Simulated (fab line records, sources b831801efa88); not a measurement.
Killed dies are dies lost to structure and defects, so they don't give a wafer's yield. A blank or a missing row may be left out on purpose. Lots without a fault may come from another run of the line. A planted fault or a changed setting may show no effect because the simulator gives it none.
fab line records | flow sky130
record lots=6 wafers=18 last_day=50
route steps=708 shown VIA2@510 PAD_OPEN@708
lots that met no fault: from a run of the same line without faults
start_h: hours from the record's first day to the start of the lot's first wafer shown | wait_h: hours since the lot's step before | " the same as in the row above | L1.1+2: a row that stands for several wafers | - no value, or no start given | * or withheld: withheld | < > ~ a bound
route shown NAME@n: a module of which the file shows steps, and the number in the route of the first | usual: mean/standard deviation of fault-free wafers | same: alike in all rows | chamber/n: place in a boat | sites: the reading at each site | _std_site: their standard deviation | _edge_site: outer sites' mean less inner sites' | radius_mm: how far each site lies from the wafer's centre | mask NAME#n: copy n | behind: the tool/chamber that last shaped the wafer | hold: why the lot was held/for how many hours/how that ended | device: the transistor (n, p or np) that didn't switch | end of line: the same wafers' tests at the end of the route | a step without rows: its recipe alone | killed: dies lost to structure and defects at the first sort, not the wafer's yield | map: a wafer's dies, x killed, . not, _ none there
set.NAME: the setting as run; set.NAME@STEP: as run at that earlier step | model.NAME: the simulator's own value behind a step, which no gauge read
lots at some steps of the route; a table a step, a row a wafer
services: from which hour (start_h, from the record's first day; less than 0 if before it) a tool's chamber was out of use, for how many hours, and why
## steps
# step SKY_VIA2_BOW_MEAS_03
# recipe mode=bow
# usual VIA2_BOW=86/6.2
# columns lot.wafer tool chamber start_h wait_h VIA2_BOW[um]
L330.3 film_metro-01 - 870.31 0.2 84
L330.4 " - " " 89
L330.6 " - " " 85
L338.1 film_metro-04 - 929.06 0.2 89
L338.5 " - " " 89
L338.6 " - " " 76
L340.1 film_metro-04 - 934.08 0.1 87
L340.3 " - " " 89
L340.4 " - " " 81
L343.3 film_metro-01 - 953.67 0.1 88
L343.5 " - " " 93
L343.6 " - " " 83
L347.2 film_metro-04 - 991.90 0.2 91
L347.4 " - " " 83
L347.6 " - " " 96
L348.2 film_metro-01 - 996.98 0.2 84
L348.3 " - " " 83
L348.4 " - " " 84
# step SKY_VIA2_DEHYDRATE_04
# recipe temp_c=200 time_s=60
# step SKY_VIA2_HMDS_05
# recipe prime_time_s=60 prime_temp_c=120
# step SKY_VIA2_COAT_06
# recipe resist=BARC temp_c=withheld time_s=withheld spin_rpm=3000 resist_thk_nm=60
# step SKY_VIA2_COAT_07
# recipe resist=KrF-thick spin_rpm=3000 resist_thk_nm=450
# step SKY_VIA2_SOFTBAKE_08
# recipe temp_c=100 time_s=90 resist=KrF-thick
# step SKY_VIA2_EXPOSE_09
# recipe mask_id=VIM2 na=0.8 source_shape=annular sigma_inner=0.55 sigma_outer=0.85 target_cd_nm=200 dose_mj=38
# step SKY_VIA2_PEB_10
# recipe peb_temp_c=withheld peb_time_s=withheld resist=KrF-thick
# step SKY_VIA2_DEVELOP_11
# recipe develop_time_s=60 resist=KrF-thick dev_temp_c=21
# step SKY_VIA2_CD_MEAS_12
# recipe target_cd_nm=200
# usual cd_nm=200.4/1.2
# columns lot.wafer tool chamber start_h wait_h cd_nm
L330.3 cd_sem-02 - 895.62 - 202.3
L330.4 " - " " 200.7
L330.6 " - " " 201.5
L338.1 cd_sem-02 - 953.06 - 200.9
L338.5 " - " " 200.1
L338.6 " - " " 201.9
L340.1 cd_sem-01 - 958.06 - 199.0
L340.3 " - " " 198.2
L340.4 " - " " 198.7
L343.3 cd_sem-02 - 977.55 - 199.7
L343.5 " - " " 199.4
L343.6 " - " " 200.9
L347.2 cd_sem-01 - 1015.13 - 199.8
L347.4 " - " " 198.8
L347.6 " - " " 199.9
L348.2 cd_sem-02 - 1019.83 - 199.3
L348.3 " - " " 199.3
L348.4 " - " " 199.7
# step SKY_VIA2_OVL_MEAS_13
# usual VIA2_OVL=-3/4.8
# columns lot.wafer tool chamber start_h wait_h VIA2_OVL[nm]
L330.3 overlay-02 - 895.72 0.1 -6
L330.4 " - " " -6
L330.6 " - " " -4
L338.1 overlay-01 - 953.18 0.1 -2
L338.5 " - " " -11
L338.6 " - " " 1
L340.1 overlay-01 - 958.18 0.1 0
L340.3 " - " " -8
L340.4 " - " " -10
L343.3 overlay-02 - 977.64 0.1 -12
L343.5 " - " " -6
L343.6 " - " " -6
L347.2 overlay-02 - 1015.24 0.1 10
L347.4 " - " " 10
L347.6 " - " " 8
L348.2 overlay-02 - 1019.93 0.1 4
L348.3 " - " " -1
L348.4 " - " " 9
# step SKY_VIA2_ETCH_14
# recipe chemistry=N2/H2 target=BARC ion_energy_ev=200 source_w=500 bias_w=100 pressure_mtorr=30 n2_flow_sccm=100 h2_flow_sccm=200 stop_on=SiO2 time_s=45.9 target_depth_a=600
# usual drypump_motor_current_A=5.8/0.53 h2_flow_sccm=200.0/0.6 n2_flow_sccm=99.97/0.29 oes_product_au=0.854/0.005 rf_fwd_power_W=495.0/2.4 throttle_valve_pct=13.225/0.0087
# columns lot.wafer tool chamber start_h wait_h drypump_motor_current_A h2_flow_sccm n2_flow_sccm oes_product_au rf_fwd_power_W rf_hours_counter_h throttle_valve_pct
L330.3 rie_diel-02 1 895.74 0.0 5.3 200.7 100.57 0.853 493.2 13 13.218
L330.4 " 3 " " 5.0 200.1 99.86 0.851 497.0 10 13.208
L330.6 " 2 " " 5.6 200.2 100.00 0.861 492.4 - 13.222
L338.1 rie_diel-02 1 953.21 0.0 5.3 199.8 100.38 0.854 495.3 15 13.217
L338.5 " 0 " " 5.7 199.2 100.22 0.854 492.5 - 13.219
L338.6 " 3 " " 5.1 198.5 99.63 0.857 495.0 - 13.220
L340.1 rie_diel-02 2 958.21 0.0 5.6 199.1 100.10 0.855 493.0 15 13.227
L340.3 " 3 " " 5.0 199.7 99.71 0.854 496.4 12 13.211
L340.4 " 1 " " 5.3 200.2 99.91 0.851 494.5 15 13.223
L343.3 rie_diel-01 1 977.66 0.0 5.0 199.5 99.59 0.850 495.6 9 13.231
L343.5 " 1 " " 5.0 200.0 99.95 0.852 497.6 - 13.230
L343.6 " 2 " " 6.4 199.5 100.29 0.863 492.7 - 13.225
L347.2 rie_diel-01 1 1015.27 0.0 5.0 199.7 99.88 0.853 496.9 10 13.226
L347.4 " 3 " " 5.2 200.0 100.13 0.848 495.2 12 13.226
L347.6 " 3 " " 5.2 199.9 100.36 0.850 494.7 - 13.213
L348.2 rie_diel-03 3 1019.96 0.0 6.5 200.3 100.24 0.851 498.2 1 13.227
L348.3 " 0 " " 5.8 200.6 99.99 0.861 492.9 17 13.227
L348.4 " 2 " " 5.4 199.1 100.07 0.856 496.0 5 13.216
# step SKY_VIA2_ETCH_15
# recipe target=SiO2 chemistry=C4F8/O2/Ar target_depth_nm=546 stop_on=TiN mask_material=KrF-thick source_w=1500 bias_w=1200 pressure_mtorr=40 c4f8_flow_sccm=withheld O2_flow_sccm=6 Ar_flow_sccm=300 time_s=84
# usual oes_product_au=0.939/0.005 rf_fwd_power_W=1489/6.5
# columns lot.wafer tool chamber start_h wait_h oes_product_au rf_fwd_power_W rf_hours_counter_h model.etch.depth_nm model.VIA2.feature_depth_nm model.KrF-thick_of_VIA2_COAT_07.thk_nm
L330.3 rie_diel-02 1 895.78 0.0 0.939 1487 13 494.9 494.9 281.8
L330.4 " 3 " " 0.933 1492 10 494.5 494.5 284
L330.6 " 2 " " 0.935 1492 - 493.9 493.9 280.4
L338.1 rie_diel-02 1 953.25 0.0 0.890 1486 15 447.9 447.9 304.5
L338.5 " 0 " " 0.893 1485 - 451.5 451.5 302
L338.6 " 3 " " 0.891 1493 - 449 449 300.5
L340.1 rie_diel-02 2 958.25 0.0 0.909 1495 15 461.5 461.5 297
L340.3 " 3 " " 0.888 1493 12 451.6 451.6 300.8
L340.4 " 1 " " 0.890 1480 15 453.4 453.4 301.2
L343.3 rie_diel-01 1 977.71 0.0 0.944 1488 9 495.4 495.4 286.4
L343.5 " 1 " " 0.933 1483 - 494.7 494.7 286.8
L343.6 " 2 " " 0.938 1477 - 496.4 496.4 283.5
L347.2 rie_diel-01 1 1015.31 0.0 0.944 1486 10 494.2 494.2 281.9
L347.4 " 3 " " 0.935 1494 12 494.5 494.5 282.7
L347.6 " 3 " " 0.933 1493 - 494.1 494.1 284.6
L348.2 rie_diel-03 3 1020.01 0.0 0.935 1496 1 492.9 492.9 287.6
L348.3 " 0 " " 0.940 1486 17 494.9 494.9 287.1
L348.4 " 2 " " 0.931 1495 5 493.7 493.7 284.6
# step SKY_VIA2_STRIP_16
# recipe chemistry=O2/N2 power_w=1400 pressure_mtorr=1500 platen_temp_c=withheld o2_flow_sccm=3000 n2_flow_sccm=300 overash_fraction=0.5
# usual drypump_motor_current_A=5.9/0.36 n2_flow_sccm=299.9/0.98 oes_product_au=0.399/0.0046 strip_time_to_endpoint_s=4.05/0.032
# columns lot.wafer tool chamber start_h wait_h drypump_motor_current_A n2_flow_sccm oes_product_au rf_hours_counter_h strip_time_to_endpoint_s
L330.3 plasma_asher-03 0 895.88 0.1 6.3 300.6 0.395 - 4.03
L330.4 " 1 " " 5.7 300.5 0.399 - 4.05
L330.6 " 0 " " 6.3 298.5 0.395 - 4.01
L338.1 plasma_asher-02 1 953.32 0.0 5.6 300.6 0.410 19 4.27
L338.5 " 0 " " 5.9 299.8 0.408 - 4.25
L338.6 " 1 " " 5.6 300.2 0.409 - 4.23
L340.1 plasma_asher-01 0 958.32 0.0 5.3 299.6 0.404 50 4.19
L340.3 " 0 " " 5.3 300.7 0.409 - 4.22
L340.4 " 1 " " 6.3 301.3 0.404 - 4.23
L343.3 plasma_asher-02 1 977.80 0.1 5.6 297.8 0.403 - 4.07
L343.5 " 1 " " 5.6 300.1 0.389 - 4.08
L343.6 " 0 " " 5.9 300.2 0.403 - 4.04
L347.2 plasma_asher-03 1 1015.38 0.0 5.7 300.6 0.398 117 4.04
L347.4 " 0 " " 6.3 299.5 0.400 - 4.03
L347.6 " 0 " " 6.3 301.0 0.399 - 4.07
L348.2 plasma_asher-01 1 1020.07 0.0 6.2 298.8 0.396 56 4.10
L348.3 " 1 " " 6.3 297.3 0.401 - 4.07
L348.4 " 0 " " 5.3 299.7 0.395 - 4.06
# step SKY_VIA2_STRIP_17
# recipe chemistry=post_etch_residue_remover time_s=1200 temp_c=72.5
# step SKY_PAD_OPEN_PROBE_99
# usual defect_limited_yield=82.6/1.7 killed_at_M0_to_M3=42/6.4 killed_at_M4_up=3.2/1.9 killed_at_contacts=24/4.8 killed_at_front_end=16/4.4 killed_at_other=0.3/0.55 killed_dies=86/8.6 killed_on_rim=17/3.5 killed_open=46/6.6 killed_short=39/5.7
# same gross_dies=492 killed_at_back_side=0
# columns lot.wafer tool chamber start_h wait_h hold defect_limited_yield[%] killed_at_M0_to_M3 killed_at_M4_up killed_at_contacts killed_at_front_end killed_at_other killed_dies killed_on_rim killed_open killed_short
L330.3 prober-01 - 1112.78 0.2 - 80.1 46 7 27 16 2 98 21 52 45
L330.4 prober-01 - 1112.83 0.2 - 82.5 39 6 23 18 0 86 16 46 37
L330.6 prober-01 - 1112.93 0.2 - 85.4 45 0 17 10 0 72 17 29 41
L338.1 prober-02 - 1156.28 0.1 await_dispo/1.9h/scrap 12.0 392 3 23 15 0 433 95 47 39
L338.5 prober-02 - 1156.48 0.2 await_dispo/1.9h/scrap 17.5 355 3 32 15 1 406 63 59 45
L338.6 prober-02 - 1156.53 0.2 await_dispo/1.9h/scrap 11.8 386 4 22 22 0 434 69 60 41
L340.1 prober-01 - 1161.31 0.1 await_dispo/6.2h/release 77.4 79 4 17 10 1 111 33 32 36
L340.3 prober-01 - 1161.41 0.2 await_dispo/6.2h/release 33.1 289 4 21 15 0 329 27 45 36
L340.4 prober-01 - 1161.46 0.2 await_dispo/6.2h/release 39.2 258 6 24 11 0 299 87 51 44
L343.3 prober-02 - 1174.39 0.2 - 81.5 39 5 25 21 1 91 20 48 40
L343.5 prober-02 - 1174.49 0.2 - 83.3 41 2 21 18 0 82 25 42 40
L343.6 prober-02 - 1174.54 0.2 - 81.9 49 3 19 18 0 89 14 48 41
L347.2 prober-02 - 1200.22 0.1 - 85.4 35 4 21 12 0 72 19 36 35
L347.4 prober-02 - 1200.32 0.2 - 80.7 55 3 24 13 0 95 20 52 43
L347.6 prober-02 - 1200.42 0.2 - 83.7 43 1 23 12 1 80 12 49 31
L348.2 prober-01 - 1205.09 0.1 - 85.6 26 1 32 12 0 71 15 37 33
L348.3 prober-01 - 1205.14 0.2 - 79.7 41 6 38 15 0 100 23 63 37
L348.4 prober-01 - 1205.19 0.2 - 80.1 51 10 29 8 0 98 16 50 47
# killed by level:class
L330.3 VIA1:geometric_particle:open=10 LI_CONTACT:geometric_particle:open=9 VIA2:geometric_particle:open=8 CONTACT:geometric_particle:open=6 FIELD_ISO:geometric_particle:open=5 VIA1:geometric_particle:short=5 METAL2:geometric_particle:short=5 FIELD_ISO:geometric_particle:short=4
L330.4 CONTACT:geometric_particle:open=8 VIA2:geometric_particle:open=7 LI_CONTACT:geometric_particle:open=6 VIA1:geometric_particle:open=6 METAL2:geometric_particle:short=6 POLY_GATE:geometric_particle:open=5 METAL4:geometric_particle:short=4 VIA1:geometric_particle:short=4
L330.6 METAL2:geometric_particle:short=11 METAL1:geometric_particle:short=8 LI_CONTACT:geometric_particle:short=5 VIA1:geometric_particle:open=5 LI_CONTACT:geometric_particle:open=4 CONTACT:geometric_particle:open=4 VIA2:geometric_particle:open=4 VIA3:geometric_particle:open=4
L338.1 VIA2:area_etch=347 VIA1:geometric_particle:open=10 VIA2:geometric_particle:open=8 LI_CONTACT:geometric_particle:open=8 VIA3:geometric_particle:open=7 FIELD_ISO:geometric_particle:short=6 CONTACT:geometric_particle:open=6 METAL3:geometric_particle:short=6
L338.5 VIA2:area_etch=300 CONTACT:geometric_particle:open=17 VIA1:geometric_particle:open=12 METAL1:geometric_particle:short=9 FIELD_ISO:geometric_particle:open=6 LI_CONTACT:geometric_particle:open=6 VIA2:geometric_particle:open=6 VIA3:geometric_particle:open=6
L338.6 VIA2:area_etch=333 VIA1:geometric_particle:open=15 FIELD_ISO:geometric_particle:short=8 LI_CONTACT:geometric_particle:open=8 CONTACT:geometric_particle:open=8 VIA3:geometric_particle:open=8 FIELD_ISO:geometric_particle:open=6 POLY_GATE:geometric_particle:short=6
L340.1 VIA2:area_etch=42 VIA1:geometric_particle:open=9 CONTACT:geometric_particle:open=8 METAL1:geometric_particle:short=6 VIA1:geometric_particle:short=5 FIELD_ISO:geometric_particle:short=4 LOCAL_INTERCONNECT:geometric_particle:short=4 METAL2:geometric_particle:short=4
L340.3 VIA2:area_etch=247 CONTACT:geometric_particle:open=13 VIA1:geometric_particle:open=10 VIA2:geometric_particle:open=7 VIA3:geometric_particle:open=6 FIELD_ISO:geometric_particle:short=4 VIA1:geometric_particle:short=4 METAL2:geometric_particle:short=4
L340.4 VIA2:area_etch=204 VIA1:geometric_particle:open=11 VIA1:geometric_particle:short=8 VIA3:geometric_particle:open=8 LI_CONTACT:geometric_particle:open=5 CONTACT:geometric_particle:open=5 CONTACT:geometric_particle:short=5 POLY_GATE:geometric_particle:open=4
L343.3 CONTACT:geometric_particle:open=9 VIA1:geometric_particle:open=9 VIA3:geometric_particle:open=8 FIELD_ISO:geometric_particle:short=6 LI_CONTACT:geometric_particle:open=6 METAL2:geometric_particle:short=5 VIA2:geometric_particle:open=5 FIELD_ISO:geometric_particle:open=4
L343.5 VIA1:geometric_particle:open=8 LI_CONTACT:geometric_particle:open=7 VIA1:geometric_particle:short=7 VIA2:geometric_particle:open=7 VIA3:geometric_particle:open=6 POLY_GATE:geometric_particle:short=5 POLY_GATE:geometric_particle:open=5 FIELD_ISO:geometric_particle:short=4
L343.6 VIA1:geometric_particle:open=12 CONTACT:geometric_particle:open=8 METAL2:geometric_particle:short=7 VIA3:geometric_particle:open=7 METAL1:geometric_particle:short=6 VIA2:geometric_particle:open=6 LI_CONTACT:geometric_particle:open=5 FIELD_ISO:geometric_particle:short=4
L347.2 VIA1:geometric_particle:open=11 CONTACT:geometric_particle:open=10 POLY_GATE:geometric_particle:short=4 LI_CONTACT:geometric_particle:open=4 CONTACT:geometric_particle:short=4 METAL1:geometric_particle:short=4 VIA2:geometric_particle:open=4 METAL3:geometric_particle:short=4
L347.4 VIA1:geometric_particle:open=13 CONTACT:geometric_particle:open=9 VIA3:geometric_particle:open=8 METAL1:geometric_particle:short=7 CONTACT:geometric_particle:short=6 VIA2:geometric_particle:open=6 VIA3:geometric_particle:short=5 VIA1:geometric_particle:short=5
L347.6 VIA1:geometric_particle:open=12 CONTACT:geometric_particle:open=10 FIELD_ISO:geometric_particle:open=6 METAL1:geometric_particle:short=6 VIA2:geometric_particle:open=6 LOCAL_INTERCONNECT:geometric_particle:short=5 VIA2:geometric_particle:short=5 VIA1:geometric_particle:short=4
L348.2 CONTACT:geometric_particle:open=8 VIA3:geometric_particle:open=7 CONTACT:geometric_particle:short=6 LI_CONTACT:geometric_particle:short=5 LI_CONTACT:geometric_particle:open=5 LOCAL_INTERCONNECT:geometric_particle:short=5 METAL1:geometric_particle:short=4 VIA1:geometric_particle:open=4
L348.3 CONTACT:geometric_particle:open=15 VIA1:geometric_particle:open=10 LI_CONTACT:geometric_particle:open=9 VIA2:geometric_particle:open=9 METAL1:geometric_particle:short=7 CONTACT:geometric_particle:short=6 FIELD_ISO:geometric_particle:open=4 POLY_GATE:geometric_particle:open=4
L348.4 CONTACT:geometric_particle:open=11 VIA1:geometric_particle:open=10 LI_CONTACT:geometric_particle:open=8 METAL1:geometric_particle:short=7 METAL4:geometric_particle:short=7 METAL2:geometric_particle:short=7 VIA1:geometric_particle:short=6 VIA3:geometric_particle:open=5
# map L338.6 (x killed, . not)
__________x.x.x.xx.._________
________xxxxxxxx.xxxxx_______
______x.xx.xxxx.xxx.xx.._____
_____xxxxx.xxxxxxx.xxxxxx____
____x..x.xxxxxxxxxxxxxxxxx___
___.x.x.xxxxxxxxxxxxxxxxx..__
__xxx.xxxxxxxxxxxxxxxxxxxxxx_
_xx...xxxxxxxxxxxxxxxxxxxxxx.
_x.xxxxxxxxxxxxxxxxxxxxxxxxxx
_x.xxxxxxxxxxxxxxxxxxxxxxxxxx
_xx.xxxxxxxxxxxxxxxxxxxxxxxxx
_x.xxxxxxxxxxxxxxxxxxxxxxxxxx
_.xxxxxxxxxxxxxxxxxxxxxxxxxxx
_x.xxxxxxxxxxxxxxxxxxxxxxxxxx
_.xxxxxxxxxxxxxxxxxxxxxxxx.xx
__..x.xxxxxxxxxxxxxxxxxxxxxx_
___.x.xxxxxxxxxxxxxxxxxxxxx__
____.xxxxx.xxxxxxxxxxxxxxx___
_____.xxxx.xxxxxxxxxxxxxx____
______x.x..xxx.xxx..xxx._____
________xxxxxx.x.xxxxx_______
__________x...xx.xx._________
# map L340.3 (x killed, . not)
__________...x..xx.._________
________..x...xx..x..._______
______...xxx...xxx...x.._____
_____.....xx..x.xxx.x.x.x____
____.x.xx..xxxxxxxx.x..xx.___
___...x...xxxxxxx.xxxx..x..__
__..xx..xxx.xxxxxxxxxxx.xx.._
_.xxx.xxxxxxxxxx.xxxxxxxx.x..
_x.xxxx.xxxxxxxxxxxxx.xxxxx..
_..xxx.xxx.xxxxxxxxxxxxxxxxx.
_.x..xx...xxxxxxxxxxxxxxxx.x.
_...xx..xxxxxxxxxxxxxxxxxxxx.
_....xxxxxxxxxxxxxxxxxxxxxxx.
_.xxx.xxxxxxxxxxxxxxxx.xxxxxx
_...x....x.xxxxxxxxxxxx.xxxxx
__x.xx.xxx.xxxxxxxxxxxxxxx.._
___.xxxx.x.xxxxxxxx.xxxxxx.__
____.x..x.xxxxxxxxxxxxx.x.___
_____..x.x...xxxxx.xxxx..____
______x...xxxx.....x.x.x_____
________x.....x.xx.x.x_______
__________.....xx..x_________
## services
# columns tool chamber start_h hours kind
plasma_asher-03 - 872.48 0.4 repair
rie_diel-03 0 874.78 11.9 repair
rie_diel-01 1 876.91 86.9 repair
rie_diel-02 0 876.93 2.8 repair
plasma_asher-02 - 902.56 6.1 repair
rie_diel-01 2 913.82 1.8 repair
plasma_asher-01 - 923.72 4.0 repair
rie_diel-02 3 928.86 18.5 repair
rie_diel-03 1 929.57 8.1 repair
rie_diel-03 0 941.26 2.2 repair
rie_diel-03 3 955.67 - clean
rie_diel-03 3 955.67 24.1 scheduled_down
rie_diel-03 3 955.67 24.1 vent_cycle
rie_diel-02 0 996.02 2.6 repair
rie_diel-03 - 1007.99 0.1 repair
rie_diel-03 1 1009.87 3.2 repair
rie_diel-03 3 1011.49 8.2 repair
plasma_asher-02 - 1019.84 2.8 pm
## key
first_sign step=SKY_VIA2_ETCH_15 reading=oes_product_au direction=down sigmas=9.1 usual=0.939 struck=0.893
effect step=SKY_VIA2_STRIP_16 reading=strip_time_to_endpoint_s direction=up sigmas=5.6 usual=* struck=*
effect step=SKY_PAD_OPEN_PROBE_99 reading=killed_at_M0_to_M3 direction=up sigmas=39 usual=42 struck=293
model_effect step=SKY_VIA2_ETCH_15 value=etch.depth_nm without=494.2 struck=452.5
more_kills_born_at SKY_VIA2_ETCH_15@rie_diel-02=1473
met_at SKY_VIA2_ETCH_15
struck_wafers L338.1,L338.5,L338.6,L340.1,L340.3,L340.4
later_rows_left_out L338.1,L338.5,L338.6,L340.3
onset_between 895.78 953.25
fault kind=process_parameter_drift tool=rie_diel-02 chamber=- onset_h=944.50 steps=SKY_VIA2_ETCH_15 channel=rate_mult offset=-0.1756 shape=step end_h=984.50
# later_rows_left_out: the simulator's readings of these wafers behind a module that went badly wrong aren't trusted and aren't shown, but for the sort
